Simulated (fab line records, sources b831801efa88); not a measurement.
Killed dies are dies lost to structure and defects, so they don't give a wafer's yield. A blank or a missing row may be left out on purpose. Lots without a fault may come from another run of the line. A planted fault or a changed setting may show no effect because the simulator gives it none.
Which tool did it? | flow sky130 | 12 lots, 36 wafers sampled, at 1 step of a route of 708

WHAT THE GAUGES READ, wafer by wafer
SKY_POLY_GATE_OVL_MEAS_14. Usual: POLY_GATE_OVL -4 nm, standard deviation 6.5.
lot  | measured     | on         | POLY_GATE_OVL (nm) | flag
L698 | day 17 05:23 | overlay-01 | -10 -21 -9         |
L701 | day 18 03:53 | overlay-01 | 5 -2 10            |
L702 | day 18 21:56 | overlay-01 | -2 1 -1            |
L705 | day 19 13:23 | overlay-02 | 9 0 4              |
L707 | day 20 11:41 | overlay-01 | -10 -6 -5          |
L711 | day 21 18:18 | overlay-01 | -5 0 -7            |
L712 | day 22 02:41 | overlay-01 | -11 -11 -7         |
L714 | day 22 10:40 | overlay-01 | -7 3 -7            |
L715 | day 22 22:35 | overlay-01 | -12 -12 -7         |
L716 | day 23 04:43 | overlay-01 | -6 -10 -2          |
L717 | day 23 14:59 | overlay-01 | 10 1 -3            |
L718 | day 23 16:13 | overlay-02 | -6 -4 -13          |

WHICH TOOL RAN EACH LOT (tool, then ch and the chambers of the sampled wafers, then the start)
The record holds no process step before these readings.

WHAT THE TOOLS THEMSELVES READ (means of the sampled wafers that have a number; where no wafer has one, the mark that the record gives instead)
The record holds no such reading with a usual standard deviation.

THE ANSWER, worked out from the rows above alone
Rule: a lot is off if the mean of its wafers that have a number lies more than 3 standard deviations from the usual mean. A lot without any number at a reading at which 4 lots or more have one is off too. The other lots that the step has rows for count as sound. The gauges are gone through in route order, then the tools' own readings, and for those a lot's mean is taken as printed above. The first step at which some lot is off is used, and at that step the reading that is off furthest; a lot without a number counts as furthest.
No lot is off at any reading shown: from this, nothing can be told.

WHAT THE SIMULATOR HAD PUT IN
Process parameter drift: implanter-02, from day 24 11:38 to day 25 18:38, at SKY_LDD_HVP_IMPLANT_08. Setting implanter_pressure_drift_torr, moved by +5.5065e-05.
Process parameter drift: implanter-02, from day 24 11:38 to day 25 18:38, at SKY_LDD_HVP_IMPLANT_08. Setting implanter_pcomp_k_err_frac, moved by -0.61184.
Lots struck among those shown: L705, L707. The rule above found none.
